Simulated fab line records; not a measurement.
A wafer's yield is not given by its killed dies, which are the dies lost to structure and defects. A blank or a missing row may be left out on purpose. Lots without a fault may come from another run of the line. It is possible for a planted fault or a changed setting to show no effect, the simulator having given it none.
fab line records ; flow gf180mcu
record lots=6; wafers=18; last_day=33
route steps=602 shown M2@381 V2@382
lots untouched by any fault: they come from a run of this same line in which no faults occurred
start_h: hours from the record's opening day to when the first of the lot's shown wafers began ; wait_h: hours since the lot's step before ; " unchanged from the row above ; L1.1+2: a row that stands for several wafers ; - no value, or no start was given ; * or withheld: withheld ; < > ~ a bound
route shown NAME@n: a module of which the file shows steps, and the number in the route of the first ; usual: average and standard deviation across the fault-free wafers ; same: alike in all rows ; chamber/n: place in a boat ; sites: per-site readings ; _std_site: how widely they spread, as a standard deviation ; _edge_site: the outer-site mean with the inner-site mean subtracted ; radius_mm: how far each site lies from the wafer's centre ; mask NAME#n: copy n ; behind: the tool/chamber that last shaped the wafer ; hold: the reason the lot was held/the length of the hold in hours/how it ended ; device: the transistor (n, p or np) that didn't switch ; end of line: tests of these same wafers at the route's end ; for a step that has no rows: nothing shown but its recipe ; killed: not the wafer's yield, but the dies lost to structure and defects at the first sort ; map: dies across one wafer; x = killed, . = not, _ = none there
set.NAME: the setting the step ran with; set.NAME@STEP: the setting that earlier step ran with ; model.NAME: the simulator's own value behind a step, which no gauge read
lots seen at some steps along the route; tables by step, rows by wafer
services: the hour from which a tool's chamber was out of use, counted from the record's first day as start_h (under 0 if before that day), plus the number of hours and why
## steps
# step GF_M2_CLEAN_19
# recipe chemistry=DIW; dry=n2_spin
# step GF_V2_CVD_00
# recipe material=SiO2; target_thk_nm=600; sigma_open_frac=0.3; temp_c=400; time_s=100; sih4_flow_sccm=60; pressure_mtorr=6
# step GF_V2_THK_MEAS_01
# recipe reads=SiO2_of_V2_CVD_00
# usual V2_CVD_00_THK=600/5.8
lot.wafer;tool;chamber;start_h;wait_h;V2_CVD_00_THK[nm]
L581.2;film_metro-01;-;496.48;0.0;607
L581.3;film_metro-01;-;496.48;0.0;605
L581.5;film_metro-01;-;496.48;0.0;604
L587.3;film_metro-04;-;541.61;0.1;598
L587.5;film_metro-04;-;541.61;0.1;594
L587.6;film_metro-04;-;541.61;0.1;601
L588.1;film_metro-01;-;543.89;0.0;604
L588.5;film_metro-01;-;543.89;0.0;609
L588.6;film_metro-01;-;543.89;0.0;599
L589.3;film_metro-01;-;563.66;0.1;597
L589.4;film_metro-01;-;563.66;0.1;598
L589.6;film_metro-01;-;563.66;0.1;600
L592.1;film_metro-04;-;577.08;0.1;593
L592.2;film_metro-04;-;577.08;0.1;598
L592.3;film_metro-04;-;577.08;0.1;590
L593.1;film_metro-01;-;581.32;0.0;604
L593.3;film_metro-01;-;581.32;0.0;594
L593.6;film_metro-01;-;581.32;0.0;600
# step GF_V2_CVD_02
# recipe material=SiO2; target_thk_nm=850; precursor=TEOS; temp_c=400; time_s=94.851; rf_w=600
# usual heater_power_w=681/110; rf_fwd_power_W=596.4/2.2
lot.wafer;tool;chamber;start_h;wait_h;heater_power_w;rf_fwd_power_W;since_wet_clean_h
L581.2;pecvd-02;0;496.53;0.0;569;593.3;322
L581.3;pecvd-02;2;496.53;0.0;691;596.7;322
L581.5;pecvd-02;2;496.53;0.0;554;594.1;-
L587.3;pecvd-04;2;541.65;0.0;992;593.7;575
L587.5;pecvd-04;1;541.65;0.0;451;595.9;-
L587.6;pecvd-04;2;541.65;0.0;1005;596.1;-
L588.1;pecvd-01;0;543.95;0.1;724;600.7;161
L588.5;pecvd-01;2;543.95;0.1;705;599.1;-
L588.6;pecvd-01;1;543.95;0.1;673;593.0;-
L589.3;pecvd-02;2;563.70;0.0;586;595.5;389
L589.4;pecvd-02;1;563.70;0.0;595;593.8;-
L589.6;pecvd-02;0;563.70;0.0;664;594.3;-
L592.1;pecvd-04;1;577.14;0.1;537;596.4;611
L592.2;pecvd-04;2;577.14;0.1;974;597.5;611
L592.3;pecvd-04;0;577.14;0.1;644;592.8;611
L593.1;pecvd-01;1;581.38;0.1;655;595.4;199
L593.3;pecvd-01;0;581.38;0.1;736;598.5;199
L593.6;pecvd-01;2;581.38;0.1;732;598.2;-
# step GF_V2_THK_MEAS_03
# recipe reads=SiO2_of_V2_CVD_02
# usual V2_CVD_02_THK=851/13
lot.wafer;tool;chamber;start_h;wait_h;V2_CVD_02_THK[nm]
L581.2;film_metro-03;-;496.61;0.0;842
L581.3;film_metro-03;-;496.61;0.0;845
L581.5;film_metro-03;-;496.61;0.0;853
L587.3;film_metro-03;-;541.74;0.1;859
L587.5;film_metro-03;-;541.74;0.1;875
L587.6;film_metro-03;-;541.74;0.1;869
L588.1;film_metro-03;-;544.02;0.0;844
L588.5;film_metro-03;-;544.02;0.0;857
L588.6;film_metro-03;-;544.02;0.0;849
L589.3;film_metro-04;-;563.79;0.1;830
L589.4;film_metro-04;-;563.79;0.1;837
L589.6;film_metro-04;-;563.79;0.1;849
L592.1;film_metro-04;-;577.26;0.1;847
L592.2;film_metro-04;-;577.26;0.1;846
L592.3;film_metro-04;-;577.26;0.1;850
L593.1;film_metro-01;-;581.45;0.0;843
L593.3;film_metro-01;-;581.45;0.0;847
L593.6;film_metro-01;-;581.45;0.0;878
# step GF_V2_CMP_04
# recipe material=SiO2; down_force_psi=4; platen_rpm=60; pad_velocity_m_s=0.94248
# usual edge_zone_pressure_frac=1.000/0.0054; motor_current_A=12.0/1.2; time_to_endpoint_s=84/7.4
lot.wafer;tool;chamber;start_h;wait_h;edge_zone_pressure_frac;motor_current_A;time_to_endpoint_s
L581.3;cmp-01;1;496.66;0.0;0.998;11.7;91
L581.2;cmp-01;2;496.66;0.0;0.998;10.2;82
L581.5;cmp-01;1;496.66;0.0;1.003;11.7;92
L587.3;cmp-01;3;541.93;0.2;0.994;12.5;95
L587.6;cmp-01;0;541.93;0.2;1.000;10.3;98
L587.5;cmp-01;1;541.93;0.2;1.006;11.1;105
L588.1;cmp-02;2;544.23;0.2;0.999;13.5;77
L588.6;cmp-02;3;544.23;0.2;0.992;13.3;75
L588.5;cmp-02;0;544.23;0.2;0.998;11.4;86
L589.3;cmp-02;1;563.93;0.1;1.003;12.4;73
L589.4;cmp-02;2;563.93;0.1;1.003;13.9;79
L589.6;cmp-02;3;563.93;0.1;0.999;13.4;79
L592.3;cmp-01;2;577.32;0.0;1.005;10.3;77
L592.1;cmp-01;3;577.32;0.0;0.998;12.7;81
L592.2;cmp-01;0;577.32;0.0;0.999;11.0;80
L593.1;cmp-02;0;581.51;0.1;1.009;11.1;78
L593.3;cmp-02;2;581.51;0.1;1.004;13.4;77
L593.6;cmp-02;0;581.51;0.1;1.006;11.9;90
# step GF_V2_BOW_MEAS_05
# recipe mode=bow
# usual V2_BOW=101/7.9
lot.wafer;tool;chamber;start_h;wait_h;V2_BOW[um]
L581.2;film_metro-04;-;496.98;0.2;97
L581.3;film_metro-04;-;496.98;0.2;96
L581.5;film_metro-04;-;496.98;0.2;97
L587.3;film_metro-04;-;542.12;0.1;92
L587.5;film_metro-04;-;542.12;0.1;85
L587.6;film_metro-04;-;542.12;0.1;101
L588.1;film_metro-03;-;544.38;0.1;91
L588.5;film_metro-03;-;544.38;0.1;86
L588.6;film_metro-03;-;544.38;0.1;84
L589.3;film_metro-01;-;564.17;0.2;101
L589.4;film_metro-01;-;564.17;0.2;99
L589.6;film_metro-01;-;564.17;0.2;107
L592.1;film_metro-04;-;577.62;0.2;104
L592.2;film_metro-04;-;577.62;0.2;94
L592.3;film_metro-04;-;577.62;0.2;101
L593.1;film_metro-03;-;581.81;0.2;116
L593.3;film_metro-03;-;581.81;0.2;117
L593.6;film_metro-03;-;581.81;0.2;114
# step GF_V2_DEHYDRATE_06
# recipe temp_c=200; time_s=60
# step GF_V2_HMDS_07
# recipe prime_time_s=60; prime_temp_c=120
# step GF_V2_COAT_08
# recipe resist=BARC; temp_c=withheld; time_s=withheld; spin_rpm=withheld; resist_thk_nm=withheld
# step GF_V2_COAT_09
# recipe resist=KrF; spin_rpm=withheld; resist_thk_nm=1000
# step GF_V2_SOFTBAKE_10
# recipe temp_c=130; time_s=60; resist=KrF
# step GF_V2_EXPOSE_11
# recipe mask_id=Via2; target_cd_nm=260; na=0.68; source_shape=conventional; sigma_outer=0.6; dose_mj=38
# usual exposure_dose_mJ_cm2=38.05/0.17; focus_offset_nm=0.1/0.52
lot.wafer;tool;chamber;start_h;wait_h;mask;exposure_dose_mJ_cm2;focus_offset_nm
L581.2;krf_scanner-02;0;508.20;-;Via2#0;37.93;0.6
L581.3;krf_scanner-02;0;508.20;-;Via2#0;37.91;0.1
L581.5;krf_scanner-02;0;508.20;-;Via2#0;37.91;-0.1
L587.3;krf_scanner-02;0;553.61;-;Via2#0;37.88;0.0
L587.5;krf_scanner-02;0;553.61;-;Via2#0;37.90;0.3
L587.6;krf_scanner-02;0;553.61;-;Via2#0;37.86;-0.8
L588.1;krf_scanner-02;-;555.33;-;Via2#0;-;-
L588.5;krf_scanner-02;-;555.33;-;Via2#0;-;-
L588.6;krf_scanner-02;-;555.33;-;Via2#0;-;-
L589.3;krf_scanner-01;-;575.06;-;Via2#0;-;-
L589.4;krf_scanner-01;-;575.06;-;Via2#0;-;-
L589.6;krf_scanner-01;-;575.06;-;Via2#0;-;-
L592.1;krf_scanner-01;0;588.61;-;Via2#0;38.30;0.4
L592.2;krf_scanner-01;0;588.61;-;Via2#0;38.24;0.8
L592.3;krf_scanner-01;0;588.61;-;Via2#0;38.26;0.8
L593.1;krf_scanner-01;0;592.78;-;Via2#0;38.23;-0.6
L593.3;krf_scanner-01;0;592.78;-;Via2#0;38.25;-0.8
L593.6;krf_scanner-01;0;592.78;-;Via2#0;38.20;0.6
# step GF_V2_PEB_12
# recipe peb_temp_c=135; peb_time_s=90; resist=KrF
## services
tool;chamber;start_h;hours;kind
krf_scanner-01;-;475.68;1.0;pm
pecvd-02;-;479.04;2.8;pm
pecvd-04;2;479.50;10.7;repair
pecvd-02;-;484.04;0.3;repair
pecvd-02;-;490.25;6.0;pm
cmp-02;-;492.15;1.1;repair
pecvd-04;0;496.29;4.0;repair
cmp-01;-;498.77;2.7;repair
cmp-02;-;520.85;1.4;repair
cmp-02;-;522.21;6.6;pm
pecvd-02;-;522.97;0.8;pm
pecvd-01;-;525.01;1.4;repair
cmp-01;-;531.33;4.9;pm
pecvd-01;0;535.24;5.3;repair
krf_scanner-01;0;549.02;-;calibration
krf_scanner-01;-;553.32;4.0;pm
cmp-01;-;572.30;4.0;pm
cmp-01;-;576.29;0.9;repair
cmp-01;-;576.30;-;consumable_replace:conditioner
cmp-01;-;576.30;-;consumable_replace:pad
krf_scanner-02;0;582.74;-;calibration
pecvd-04;1;588.41;4.6;repair
krf_scanner-01;-;589.25;0.8;pm
## key
first_sign step=GF_V2_EXPOSE_11; reading=tool_record; direction=missing
effect none on later readings
met_at GF_V2_EXPOSE_11
struck_wafers L588.1,L588.5,L588.6,L589.3,L589.4,L589.6
later_rows_left_out L588.1,L588.5,L588.6,L589.3,L589.4,L589.6
sort_left_out L588.1,L588.5,L588.6,L589.3,L589.4,L589.6
onset_between 553.61 555.33
fault kind=skipped_step_whole; tool=krf_scanner-01,krf_scanner-02; chamber=-; onset_h=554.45; steps=GF_V2_EXPOSE_11; scope=struck_lots_only
# sort_left_out: the simulated sort isn't trusted on such a fault, so these wafers' sort isn't shown, and their yield isn't known
# later_rows_left_out: the simulator's readings of these wafers behind a module that went badly wrong aren't trusted and aren't shown, but for the sort
